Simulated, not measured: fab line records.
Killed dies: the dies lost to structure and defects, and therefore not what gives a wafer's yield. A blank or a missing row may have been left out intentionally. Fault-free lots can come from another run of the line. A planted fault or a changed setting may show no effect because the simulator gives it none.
fab line records	flow sky130
record: lots: 7	wafers: 21	last-day: 50
route steps=708 shown VT_ADJUST_LVTN@111 VT_ADJUST_NCORE@119 PAD_OPEN@708
lots untouched by any fault: they come from a run of this same line in which no faults occurred
start-h: hours from the record's first day to the start of the lot's first wafer shown	wait-h: hours elapsed since this lot's preceding step	" same as the row above	L1.1+2: one row covering several wafers at once	- no value, or no start given	* or withheld: withheld	< > ~ a bound
route shown NAME@n: a module of which the file shows steps, and the number in the route of the first	usual: mean/standard deviation taken from wafers without a fault	same: alike in all rows	chamber/n: place in a boat	sites: per-site readings	_std_site: how widely they spread, as a standard deviation	_edge_site: inner sites' mean taken away from outer sites' mean	radius-mm: for every site, how far away it sits from the centre of the wafer	mask NAME#n: copy n	behind: the most recent tool/chamber to have shaped the wafer	hold: the reason the lot was held/the length of the hold in hours/how it ended	device: the transistor (n, p or np) that didn't switch	end of line: tests run on the same wafers once the route is complete	where a step has no rows: the recipe by itself	killed: at the first sort, the dies lost to defects and structure; wafer yield is something else	map: shows each die of a wafer: x if killed, . if not, _ if none is there
set.NAME: setting as actually run; set.NAME@STEP: the setting as run at that earlier step	model.NAME: the simulator's own value behind a step, which no gauge read
lots seen at some steps along the route; tables by step, rows by wafer
services: a tool's chamber out of use, with start hour (start-h, from the record's first day; less than 0 if before it), hours out, and reason
== steps ==
step: SKY_VT_ADJUST_LVTN_SOFTBAKE_14
recipe: temp-c: 90	time-s: 60	resist: NOVOLAK
step: SKY_VT_ADJUST_LVTN_EXPOSE_15
recipe: mask-id: HVN_STD_DERIVED	na: 0.6	source-shape: conventional	sigma-outer: 0.6	polarization: unpolarized	target-cd-nm: 600	dose-mj: 163
step: SKY_VT_ADJUST_LVTN_PEB_16
recipe: temp-c: withheld	time-s: *	resist: NOVOLAK
step: SKY_VT_ADJUST_LVTN_DEVELOP_17
recipe: resist: NOVOLAK	developer: TMAH	develop-time-s: 60	dev-temp-c: 23
step: SKY_VT_ADJUST_LVTN_OVL_MEAS_18
usual: VT_ADJUST_LVTN_01_OVL: -2.0/1.4
lot.wafer	tool	chamber	start-h	wait-h	VT_ADJUST_LVTN_01_OVL[nm]
L503.1	overlay-02	-	190.69	0.1	-1.1
L503.2	"	-	"	"	-2.1
L503.4	"	-	"	"	-2.2
L504.2	overlay-02	-	198.54	0.1	-0.6
L504.3	"	-	"	"	-1.5
L504.5	"	-	"	"	-1.9
L514.1	overlay-01	-	265.99	0.1	-3.9
L514.2	"	-	"	"	-4.1
L514.4	"	-	"	"	-2.7
L515.1	overlay-02	-	275.40	0.1	0.0
L515.2	"	-	"	"	-2.1
L515.5	"	-	"	"	-2.0
L516.1	overlay-02	-	282.44	0.1	-1.3
L516.3	"	-	"	"	-1.6
L516.6	"	-	"	"	-1.3
L517.1	overlay-02	-	290.99	0.1	-2.4
L517.4	"	-	"	"	-2.1
L517.6	"	-	"	"	-2.9
L520.2	overlay-02	-	310.07	0.1	-2.0
L520.4	"	-	"	"	-0.1
L520.5	"	-	"	"	-1.2
step: SKY_VT_ADJUST_LVTN_IMPLANT_19
recipe: species: B	energy-kev: 30	dose-cm2: 6.5e+11	tilt-deg: withheld
step: SKY_VT_ADJUST_LVTN_STRIP_20
recipe: chemistry: O2/N2	power-w: 1400	pressure-mtorr: 1500	platen-temp-c: withheld	o2-flow-sccm: 3000	n2-flow-sccm: 300	overash-fraction: 0.5
usual: drypump-motor-current-A: 5.6/0.39	oes-product-au: 0.715/0.0049	strip-time-to-endpoint-s: 14.17/0.039
lot.wafer	tool	chamber	start-h	wait-h	drypump-motor-current-A	oes-product-au	rf-hours-counter-h	strip-time-to-endpoint-s
L503.1	plasma-asher-01	1	190.88	0.1	5.3	0.712	36	14.20
L503.2	"	0	"	"	5.7	0.717	36	14.17
L503.4	"	0	"	"	5.7	0.709	-	14.18
L504.2	plasma-asher-01	1	198.87	0.1	5.3	0.708	37	14.16
L504.3	"	0	"	"	5.7	0.715	-	14.22
L504.5	"	1	"	"	5.3	0.716	-	14.18
L514.1	plasma-asher-04	1	266.17	0.1	4.9	0.717	55	14.17
L514.2	"	0	"	"	5.6	0.716	55	14.19
L514.4	"	0	"	"	5.6	0.716	-	14.15
L515.1	plasma-asher-04	0	275.58	0.1	5.6	0.712	56	14.19
L515.2	"	1	"	"	4.9	0.713	56	14.20
L515.5	"	1	"	"	4.9	0.714	-	14.24
L516.1	plasma-asher-01	1	282.63	0.1	5.3	0.709	46	14.18
L516.3	"	1	"	"	5.3	0.718	-	14.15
L516.6	"	1	"	"	5.3	0.717	-	14.21
L517.1	plasma-asher-04	1	291.17	0.1	4.9	0.716	57	14.18
L517.4	"	1	"	"	4.9	0.709	-	14.16
L517.6	"	0	"	"	5.6	0.708	-	14.15
L520.2	plasma-asher-01	0	310.25	0.1	5.7	0.710	49	14.21
L520.4	"	0	"	"	5.7	0.717	-	14.19
L520.5	"	0	"	"	5.6	0.720	-	14.20
step: SKY_VT_ADJUST_LVTN_TW_MEAS_21
usual: VT_ADJUST_LVTN_2_TW: 186.4/2.1
lot.wafer	tool	chamber	start-h	wait-h	VT_ADJUST_LVTN_2_TW
L503.1	film-metro-04	-	190.98	0.1	187.9
L503.2	"	-	"	"	188.0
L503.4	"	-	"	"	188.7
L504.2	film-metro-04	-	198.98	0.1	188.9
L504.3	"	-	"	"	188.8
L504.5	"	-	"	"	187.6
L514.1	film-metro-04	-	266.27	0.1	188.4
L514.2	"	-	"	"	188.2
L514.4	"	-	"	"	189.2
L515.1	film-metro-04	-	275.68	0.1	189.0
L515.2	"	-	"	"	188.3
L515.5	"	-	"	"	189.1
L516.1	film-metro-02	-	282.73	0.1	185.1
L516.3	"	-	"	"	183.8
L516.6	"	-	"	"	183.7
L517.1	film-metro-02	-	291.27	0.1	185.3
L517.4	"	-	"	"	185.3
L517.6	"	-	"	"	185.1
L520.2	film-metro-02	-	310.36	0.1	186.1
L520.4	"	-	"	"	185.4
L520.5	"	-	"	"	184.2
step: SKY_VT_ADJUST_NCORE_DEHYDRATE_00
recipe: temp-c: 200	time-s: 60
step: SKY_VT_ADJUST_NCORE_HMDS_01
recipe: prime-time-s: 60	prime-temp-c: 120
step: SKY_VT_ADJUST_NCORE_COAT_02
recipe: resist: NOVOLAK	spin-rpm: 3000	resist-thk-nm: 1140
step: SKY_VT_ADJUST_NCORE_SOFTBAKE_03
recipe: temp-c: 90	time-s: 60	resist: NOVOLAK
step: SKY_VT_ADJUST_NCORE_EXPOSE_04
recipe: mask-id: LVTN_COMPLEMENT_THIN	na: 0.6	source-shape: conventional	sigma-outer: 0.6	polarization: unpolarized	target-cd-nm: 380	dose-mj: 139
usual: exposure-dose-mJ-cm2: 139.01/0.13
lot.wafer	tool	chamber	start-h	wait-h	mask	exposure-dose-mJ-cm2
L503.1	iline-stepper-02	0	200.74	-	LVTN_COMPLEMENT_THIN#0	139.35
L503.2	"	0	"	"	LVTN_COMPLEMENT_THIN#0	138.97
L503.4	"	0	"	"	LVTN_COMPLEMENT_THIN#0	139.20
L504.2	iline-stepper-01	0	209.66	-	LVTN_COMPLEMENT_THIN#0	139.14
L504.3	"	0	"	"	LVTN_COMPLEMENT_THIN#0	139.03
L504.5	"	0	"	"	LVTN_COMPLEMENT_THIN#0	139.27
L514.1	iline-stepper-01	0	278.84	-	LVTN_COMPLEMENT_THIN#0	138.93
L514.2	"	0	"	"	LVTN_COMPLEMENT_THIN#0	139.00
L514.4	"	0	"	"	LVTN_COMPLEMENT_THIN#0	138.94
L515.1	iline-stepper-02	0	289.34	-	LVTN_COMPLEMENT_THIN#0	146.69
L515.2	"	0	"	"	LVTN_COMPLEMENT_THIN#0	146.74
L515.5	"	0	"	"	LVTN_COMPLEMENT_THIN#0	146.68
L516.1	iline-stepper-02	0	296.19	-	LVTN_COMPLEMENT_THIN#0	146.86
L516.3	"	0	"	"	LVTN_COMPLEMENT_THIN#0	146.68
L516.6	"	0	"	"	LVTN_COMPLEMENT_THIN#0	146.82
L517.1	iline-stepper-02	0	304.28	-	LVTN_COMPLEMENT_THIN#0	145.38
L517.4	"	0	"	"	LVTN_COMPLEMENT_THIN#0	145.42
L517.6	"	0	"	"	LVTN_COMPLEMENT_THIN#0	145.36
L520.2	iline-stepper-01	0	324.79	-	LVTN_COMPLEMENT_THIN#0	138.86
L520.4	"	0	"	"	LVTN_COMPLEMENT_THIN#0	138.75
L520.5	"	0	"	"	LVTN_COMPLEMENT_THIN#0	138.97
step: SKY_VT_ADJUST_NCORE_PEB_05
recipe: temp-c: withheld	time-s: *	resist: NOVOLAK
step: SKY_VT_ADJUST_NCORE_DEVELOP_06
recipe: resist: NOVOLAK	developer: TMAH	develop-time-s: 60	dev-temp-c: 23
step: SKY_VT_ADJUST_NCORE_CD_MEAS_07
recipe: target-cd-nm: 380
usual: cd-nm: 380.3/2.3
lot.wafer	tool	chamber	start-h	wait-h	cd-nm
L503.1	cd-sem-01	-	212.23	0.1	382.8
L503.2	"	-	"	"	385.2
L503.4	"	-	"	"	383.6
L504.2	cd-sem-02	-	220.61	0.1	380.4
L504.3	"	-	"	"	380.0
L504.5	"	-	"	"	377.9
L514.1	cd-sem-01	-	292.13	0.1	381.3
L514.2	"	-	"	"	382.2
L514.4	"	-	"	"	380.1
L515.1	cd-sem-02	-	301.89	0.1	397.3
L515.2	"	-	"	"	397.8
L515.5	"	-	"	"	395.9
L516.1	cd-sem-01	-	308.94	0.1	400.7
L516.3	"	-	"	"	397.3
L516.6	"	-	"	"	397.2
L517.1	cd-sem-01	-	317.78	0.1	394.7
L517.4	"	-	"	"	392.7
L517.6	"	-	"	"	391.0
L520.2	cd-sem-02	-	338.60	0.1	381.2
L520.4	"	-	"	"	381.1
L520.5	"	-	"	"	381.1
step: SKY_VT_ADJUST_NCORE_OVL_MEAS_08
usual: VT_ADJUST_NCORE_OVL: -0.1/1.5
lot.wafer	tool	chamber	start-h	wait-h	VT_ADJUST_NCORE_OVL[nm]
L503.1	overlay-01	-	212.35	0.1	-0.8
L503.2	"	-	"	"	-1.2
L503.4	"	-	"	"	-1.0
L504.2	overlay-01	-	220.72	0.1	2.1
L504.3	"	-	"	"	1.8
L504.5	"	-	"	"	0.4
L514.1	overlay-01	-	292.25	0.1	0.1
L514.2	"	-	"	"	0.8
L514.4	"	-	"	"	0.2
L515.1	overlay-02	-	302.01	0.1	1.5
L515.2	"	-	"	"	2.1
L515.5	"	-	"	"	0.6
L516.1	overlay-02	-	309.06	0.1	0.6
L516.3	"	-	"	"	0.6
L516.6	"	-	"	"	-1.0
L517.1	overlay-01	-	317.90	0.1	1.4
L517.4	"	-	"	"	0.4
L517.6	"	-	"	"	0.4
L520.2	overlay-01	-	338.71	0.1	-0.4
L520.4	"	-	"	"	-1.2
L520.5	"	-	"	"	-1.5
step: SKY_PAD_OPEN_PROBE_99
usual: killed_at_M0_to_M3: 43/7.8	killed_at_M4_up: 3.2/1.9	killed-at-contacts: 24/5	killed-at-front-end: 14/4.5	killed-at-other: 0.2/0.41	killed-dies: 84/9.6	killed-open: 47/6.9	killed-short: 38/6
same: gross-dies: 492	killed-at-back-side: 0
lot.wafer	tool	chamber	start-h	wait-h	killed_at_M0_to_M3	killed_at_M4_up	killed-at-contacts	killed-at-front-end	killed-at-other	killed-dies	killed-open	killed-short
L504.2	prober-02	-	1109.50	0.1	43	6	29	9	1	88	50	38
L504.3	prober-02	-	1109.55	0.2	36	4	24	20	0	84	46	38
L504.5	prober-02	-	1109.65	0.2	40	3	30	8	0	81	49	32
L514.1	prober-02	-	1168.60	0.1	46	5	22	16	0	89	51	38
L514.2	prober-02	-	1168.65	0.1	43	5	17	14	0	79	39	40
L514.4	prober-02	-	1168.75	0.2	42	6	28	10	0	86	48	38
L515.1	prober-01	-	1175.02	0.1	23	6	21	14	0	64	33	31
L515.2	prober-01	-	1175.07	0.1	53	2	24	21	1	101	59	42
L515.5	prober-01	-	1175.22	0.2	36	1	23	19	0	79	42	37
L516.1	prober-02	-	1177.94	0.1	59	3	26	15	0	103	59	44
L516.3	prober-02	-	1178.04	0.2	39	3	22	12	0	76	46	30
L516.6	prober-02	-	1178.19	0.2	51	6	22	10	0	89	52	37
L517.1	prober-01	-	1180.10	0.1	43	3	21	12	0	79	43	36
L517.4	prober-01	-	1180.25	0.2	35	1	23	23	0	82	44	38
L517.6	prober-01	-	1180.35	0.2	48	2	19	17	0	86	46	40
killed by level:class
L504.2 VIA1:geometric-particle:open=10 CONTACT:geometric-particle:open=10 VIA1:geometric-particle:short=7 VIA3:geometric-particle:open=7 LI_CONTACT:geometric-particle:open=6 LOCAL_INTERCONNECT:geometric-particle:short=6 METAL1:geometric-particle:short=5 METAL2:geometric-particle:short=4
L504.3 CONTACT:geometric-particle:open=9 VIA3:geometric-particle:open=8 CONTACT:geometric-particle:short=6 VIA1:geometric-particle:open=6 FIELD_ISO:geometric-particle:open=5 POLY_GATE:geometric-particle:short=5 METAL1:geometric-particle:short=5 VIA2:geometric-particle:open=5
L504.5 VIA1:geometric-particle:open=15 LI_CONTACT:geometric-particle:open=10 CONTACT:geometric-particle:open=10 VIA1:geometric-particle:short=6 CONTACT:geometric-particle:short=5 METAL2:geometric-particle:short=4 VIA2:geometric-particle:open=4 VIA3:geometric-particle:open=4
L514.1 VIA2:geometric-particle:open=11 LI_CONTACT:geometric-particle:open=8 VIA1:geometric-particle:open=8 METAL2:geometric-particle:short=6 LOCAL_INTERCONNECT:geometric-particle:short=5 CONTACT:geometric-particle:open=5 METAL4:geometric-particle:short=5 VIA3:geometric-particle:open=5
L514.2 VIA3:geometric-particle:open=9 VIA1:geometric-particle:open=8 FIELD_ISO:geometric-particle:short=5 LI_CONTACT:geometric-particle:open=5 CONTACT:geometric-particle:short=5 METAL2:geometric-particle:short=5 METAL4:geometric-particle:short=5 CONTACT:geometric-particle:open=4
L514.4 VIA1:geometric-particle:open=14 CONTACT:geometric-particle:open=10 VIA2:geometric-particle:open=6 LI_CONTACT:geometric-particle:open=5 METAL4:geometric-particle:short=4 VIA1:geometric-particle:short=4 LOCAL_INTERCONNECT:geometric-particle:short=4 CONTACT:geometric-particle:short=4
L515.1 CONTACT:geometric-particle:open=7 CONTACT:geometric-particle:short=5 POLY_GATE:geometric-particle:open=4 LI_CONTACT:geometric-particle:open=4 VIA1:geometric-particle:short=4 VIA3:geometric-particle:open=4 METAL4:geometric-particle:short=4 POLY_GATE:geometric-particle:short=3
L515.2 VIA1:geometric-particle:open=17 METAL1:geometric-particle:short=11 LI_CONTACT:geometric-particle:open=9 VIA2:geometric-particle:open=6 POLY_GATE:geometric-particle:open=5 METAL2:geometric-particle:short=5 VIA3:geometric-particle:open=5 FIELD_ISO:geometric-particle:open=4
L515.5 LI_CONTACT:geometric-particle:open=7 METAL1:geometric-particle:short=7 VIA2:geometric-particle:open=7 CONTACT:geometric-particle:open=6 VIA3:geometric-particle:open=6 METAL3:geometric-particle:short=4 POLY_GATE:geometric-particle:short=4 SPACER:geometric-particle:short=4
L516.1 VIA1:geometric-particle:open=15 METAL2:geometric-particle:short=10 LI_CONTACT:geometric-particle:open=10 CONTACT:geometric-particle:open=9 VIA2:geometric-particle:open=7 METAL1:geometric-particle:short=7 VIA3:geometric-particle:open=5 POLY_GATE:geometric-particle:open=4
L516.3 VIA1:geometric-particle:open=14 CONTACT:geometric-particle:open=10 LOCAL_INTERCONNECT:geometric-particle:short=6 VIA2:geometric-particle:open=6 FIELD_ISO:geometric-particle:short=4 POLY_GATE:geometric-particle:open=4 METAL3:geometric-particle:short=4 LI_CONTACT:geometric-particle:open=3
L516.6 VIA1:geometric-particle:open=14 VIA2:geometric-particle:open=13 LI_CONTACT:geometric-particle:open=7 VIA1:geometric-particle:short=7 METAL2:geometric-particle:short=5 CONTACT:geometric-particle:open=5 FIELD_ISO:geometric-particle:open=4 LI_CONTACT:geometric-particle:short=4
L517.1 CONTACT:geometric-particle:open=14 VIA1:geometric-particle:open=11 METAL2:geometric-particle:short=9 METAL1:geometric-particle:short=5 VIA2:geometric-particle:open=5 POLY_GATE:geometric-particle:short=4 VIA2:geometric-particle:short=3 LI_CONTACT:geometric-particle:open=3
L517.4 LI_CONTACT:geometric-particle:open=10 VIA1:geometric-particle:open=7 VIA3:geometric-particle:open=7 FIELD_ISO:geometric-particle:short=6 POLY_GATE:geometric-particle:open=6 METAL1:geometric-particle:short=5 CONTACT:geometric-particle:open=4 METAL2:geometric-particle:short=4
L517.6 METAL1:geometric-particle:short=8 FIELD_ISO:geometric-particle:short=7 CONTACT:geometric-particle:open=7 VIA3:geometric-particle:open=7 VIA1:geometric-particle:open=6 METAL2:geometric-particle:short=6 VIA2:geometric-particle:open=6 FIELD_ISO:geometric-particle:open=5
== services ==
tool	chamber	start-h	hours	kind
plasma-asher-04	-	211.45	3.7	repair
iline-stepper-02	-	257.62	3.1	repair
iline-stepper-01	-	282.54	1.7	pm
iline-stepper-02	-	290.00	1.7	pm
iline-stepper-01	-	301.21	1.7	repair
plasma-asher-04	-	303.50	14.6	pm
== key ==
first-sign: step: SKY_VT_ADJUST_NCORE_EXPOSE_04	reading: exposure-dose-mJ-cm2	direction: up	sigmas: 55	usual: *	struck: *
effect: step: SKY_VT_ADJUST_NCORE_CD_MEAS_07	reading: cd-nm	direction: up	sigmas: 6.9	usual: 380.3	struck: 396.0	through: control-loop
met-at SKY_VT_ADJUST_NCORE_EXPOSE_04
struck-wafers L515.1,L515.2,L515.5,L516.1,L516.3,L516.6,L517.1,L517.4,L517.6
tester-left-out L515,L516,L517
loop-trim: step: SKY_VT_ADJUST_NCORE_EXPOSE_04	setting: dose	lots: L517
onset-between 200.74 289.34
fault: kind: process-parameter-drift	tool: iline-stepper-02	chamber: -	onset-h: 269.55	steps: SKY_VT_ADJUST_NCORE_EXPOSE_04	channel: dose-mj	offset: 7.7494	shape: step	acts-in: these-recipes-only	stated: 139
tester-left-out: of these lots the tester's yield and bins aren't shown, on N5 and GAA mostly nor the transistor test; their killed dies are dies lost to structure and defects alone, not to doping, threshold or leakage, so they don't give the yield
loop-trim: a control loop set the setting to another value than it would have without faults
